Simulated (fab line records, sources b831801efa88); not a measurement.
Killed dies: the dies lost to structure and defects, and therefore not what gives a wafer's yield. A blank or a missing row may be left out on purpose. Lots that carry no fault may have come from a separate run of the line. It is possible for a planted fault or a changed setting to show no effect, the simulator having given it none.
What tool caused it?	flow sky130	Sampling: 6 lots, 18 wafers, 2 of 708 route steps

WHAT THE GAUGES SHOWED, per wafer
SKY_VT_ADJUST_HVTR_TW_MEAS_11.
lot	measured	on	VT_ADJUST_HVTR_TW
L271	day 9 21:05	film metro-02	214.7 213.7 215.8
L277	day 12 13:46	film metro-03	210.4 208.9 209.4
L281	day 13 06:47	film metro-02	212.0 211.5 211.5
L282	day 13 14:44	film metro-02	211.8 211.6 211.9
L289	day 15 19:05	film metro-02	214.2 213.4 212.7
L291	day 16 06:35	film metro-03	210.3 211.3 211.0

EACH LOT AND THE TOOL THAT RAN IT (in order: tool; ch and the chambers of the sampled wafers; start)
lot	SKY_VT_ADJUST_LVTN_STRIP_20
L271	plasma asher-02 ch 0,1, day 8 00:56
L277	plasma asher-04 ch 0,1, day 10 14:53
L281	plasma asher-04 ch 0,1, day 11 06:14
L282	plasma asher-03 ch 0,1, day 11 13:43
L289	plasma asher-03 ch 0,1, day 13 13:55
L291	plasma asher-02 ch 0,1, day 14 00:18
- SKY_VT_ADJUST_LVTN_STRIP_20: strips in O2/N2.

THE ANSWER, worked out from the rows above alone
Rule: the lots themselves supply what counts as usual. Put in order of their means at a reading, lots are off if they are a third of the lots or fewer, leave a main group of 4 or more, and stand apart from it by a gap of 3 or more times the standard deviation of the main group's means; of several such gaps the widest counts. A main group is skipped when, at the precision printed for the reading in the tables above, its means are all equal. Also off: a lot with no number at a reading for which 4 or more lots have one. The other lots that the step has rows for count as sound.
Nothing can be told from this: no lot is off at any reading shown.

WHAT WAS PUT IN BY THE SIMULATOR
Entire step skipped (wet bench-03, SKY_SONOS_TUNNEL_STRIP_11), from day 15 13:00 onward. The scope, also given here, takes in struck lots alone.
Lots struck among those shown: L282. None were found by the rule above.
